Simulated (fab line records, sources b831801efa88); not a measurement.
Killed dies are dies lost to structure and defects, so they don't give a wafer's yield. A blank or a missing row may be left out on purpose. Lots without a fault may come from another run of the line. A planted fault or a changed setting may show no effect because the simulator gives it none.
A struck lot beside a sound one | flow sky130 | 32 steps out of a route of 708
Sound: wafers L493.1, L493.2, L493.4. Struck: wafers L499.2, L499.3, L499.5. The cause comes at the end.
At each step with rows: each side's tool, then ch and its chambers, then its first start. Under that, the readings that differ: sound wafers | struck wafers | difference of the means | sigmas: that difference in standard deviations of wafers without a fault.
alike: readings whose means differ by less than 2 such deviations, and words and numbers that are the same on both sides. not compared: withheld readings, readings that some wafer has no value for, bounds like >300 that may hide the same value, and numbers for which the record gives no deviation and whose values overlap.
The two part at a step that has a row with sigmas, a row that says differs or no value, or rows on one side only. Numbers that don't overlap but have no deviation are shown without sigmas and don't part them. A reading that every wafer of one side lacks parts them only if that side has two wafers or more.

SKY_PWDE_OVL_MEAS_07:
  sound on overlay-01, day 4 13:50; struck on overlay-01, day 6 00:35
  alike: PWDE_OVL
then, 1 step without rows for these wafers: SKY_PWDE_IMPLANT_08.
SKY_PWDE_STRIP_09: strips in O2/N2.
  sound on plasma_asher-03 ch 0,1, day 4 14:01; struck on plasma_asher-03 ch 1, day 6 00:46
  reading                      | sound             | struck            | difference | sigmas
  strip_time_to_endpoint_s (s) | 37.13 37.08 37.05 | 36.82 36.90 36.81 | -0.24      | -2
  alike: drypump_motor_current_A, oes_product_au
  not compared: rf_hours_counter_h
SKY_PWDE_TW_MEAS_10:
  sound on film_metro-03, day 4 14:07; struck on film_metro-03, day 6 00:53
  alike: PWDE_TW
then, 7 steps without rows for these wafers: SKY_NWELL_DEHYDRATE_03 (time 60 s); SKY_NWELL_HMDS_04 (prime time 60 s); SKY_NWELL_COAT_05 (resist thk 3000 nm); SKY_NWELL_SOFTBAKE_06; SKY_NWELL_EXPOSE_07 (exposes mask NWM, target cd 840 nm); SKY_NWELL_PEB_08; SKY_NWELL_DEVELOP_09 (develop time 60 s).
SKY_NWELL_OVL_MEAS_10:
  sound on overlay-02, day 5 06:53; struck on overlay-01, day 6 19:23
  alike: NWELL_00_OVL
SKY_NWELL_IMPLANT_11:
  sound on implanter-02 ch 0, day 5 06:55; struck on implanter-02 ch 0, day 6 19:27
  reading            | sound                            | struck                           | difference  | sigmas
  dose_ions_cm2      | 1.9034e+13 1.9004e+13 1.9014e+13 | 2.8025e+13 2.8002e+13 2.8052e+13 | +9.0090e+12 | +99 or more
  faraday_current_uA | 111.4 107.0 109.8                | 157.3 155.2 159.8                | +48.0       | +25
then, 2 steps without rows for these wafers: SKY_NWELL_IMPLANT_12; SKY_NWELL_IMPLANT_13.
SKY_NWELL_STRIP_14: strips in O2/N2.
  sound on plasma_asher-04 ch 0,1, day 5 07:22; struck on plasma_asher-02 ch 0, day 6 19:52
  alike: drypump_motor_current_A, oes_product_au, strip_time_to_endpoint_s
  not compared: rf_hours_counter_h
SKY_NWELL_TW_MEAS_15:
  sound on film_metro-01, day 5 07:28; struck on film_metro-04, day 6 19:59
  reading  | sound          | struck         | difference | sigmas
  NWELL_TW | 1844 1839 1831 | 2064 2069 2065 | +228       | +13
then, 7 steps without rows for these wafers: SKY_NWELL_DEHYDRATE_16 (time 60 s); SKY_NWELL_HMDS_17 (prime time 60 s); SKY_NWELL_COAT_18 (resist thk 3000 nm); SKY_NWELL_SOFTBAKE_19; SKY_NWELL_EXPOSE_20 (exposes mask NWM COMPLEMENT, target cd 840 nm); SKY_NWELL_PEB_21; SKY_NWELL_DEVELOP_22 (develop time 60 s).
SKY_NWELL_OVL_MEAS_23:
  sound on overlay-02, day 6 00:02; struck on overlay-01, day 7 15:53
  alike: NWELL_01_OVL
then, 1 step without rows for these wafers: SKY_NWELL_IMPLANT_24.
SKY_NWELL_STRIP_25: strips in O2/N2.
  sound on plasma_asher-04 ch 0,1, day 6 00:13; struck on plasma_asher-04 ch 0,1, day 7 16:04
  alike: drypump_motor_current_A, oes_product_au, strip_time_to_endpoint_s
  not compared: rf_hours_counter_h
SKY_NWELL_TW_MEAS_26:
  sound on film_metro-03, day 6 00:19; struck on film_metro-01, day 7 16:11
  reading    | sound       | struck      | difference | sigmas
  NWELL_2_TW | 485 487 484 | 499 499 500 | +14        | +2
then, 1 step without rows for these wafers: SKY_NWELL_CLEAN_27 (cleans in SC1/SC2, time 150 s).
SKY_NWELL_RTA_28: time 30 s.
  sound on rtp_anneal-02 ch 0, day 6 00:26; struck on rtp_anneal-02 ch 0, day 7 16:18
  alike: lamp_power_pct, wafer_temp_C_max
SKY_NWELL_RS_MEAS_29: measures by four-point-probe.
  sound on film_metro-04, day 6 00:32; struck on film_metro-04, day 7 16:24
  reading           | sound             | struck            | difference | sigmas
  NWELL_RS (ohm/sq) | 622.7 623.5 625.8 | 505.1 506.4 505.5 | -118.3     | -79
-- the record jumps here: 40 days lie between the struck wafers' starts before and after (it left off in module NWELL and takes up again in module PAD_OPEN, whose first step shown is number 708 of the route) --
SKY_PAD_OPEN_PROBE_99:
  sound on prober-01, day 46 23:15; struck on prober-02, day 47 21:17
  reading                                 | sound                        | struck                        | difference | sigmas
  model.etest.nfet_16v.r_on_ohm_um        | 1.402e+04 1.398e+04 1.4e+04  | 1.254e+04 1.28e+04 1.268e+04  | -1.327e+03 |
  model.etest.pfet_16v.r_on_ohm_um        | 1.52e+04 1.519e+04 1.498e+04 | 1.644e+04 1.665e+04 1.668e+04 | +1.467e+03 |
  model.etest.res_nwell.line_ohm_um       | 1121 1115 1109               | 872.7 869.2 869.2             | -244.6     |
  model.etest.res_nwell.rs_ohm_sq         | 964.2 948.6 940.7            | 761.7 763.5 765.9             | -187.5     |
  model.etest.pfet_g5v0d10v5.r_on_ohm_um  | 4688 4708 4625               | 4906 4915 4885                | +228       |
  model.etest.tip_p_5v.rs_ohm_sq          | 2872 2861 2866               | 2964 2935 2931                | +77        |
  model.etest.res_nwell.width_nm (nm)     | 838 837.7 839.3              | 878.6 883 882.3               | +43.0      |
  model.etest.res_iso_pwell.width_nm (nm) | 2645 2648 2644               | 2602 2593 2606                | -45        |
  alike: killed_at_M0_to_M3, killed_at_M4_up, killed_at_contacts, killed_at_front_end, killed_at_other, killed_dies, killed_on_rim, killed_open, killed_short

WHERE THEY PART
First at SKY_PWDE_STRIP_09; last, within this record, at SKY_NWELL_RS_MEAS_29. Later steps at which nothing parts them and some readings are alike: SKY_PAD_OPEN_PROBE_99.

WHY: what the simulator had put in
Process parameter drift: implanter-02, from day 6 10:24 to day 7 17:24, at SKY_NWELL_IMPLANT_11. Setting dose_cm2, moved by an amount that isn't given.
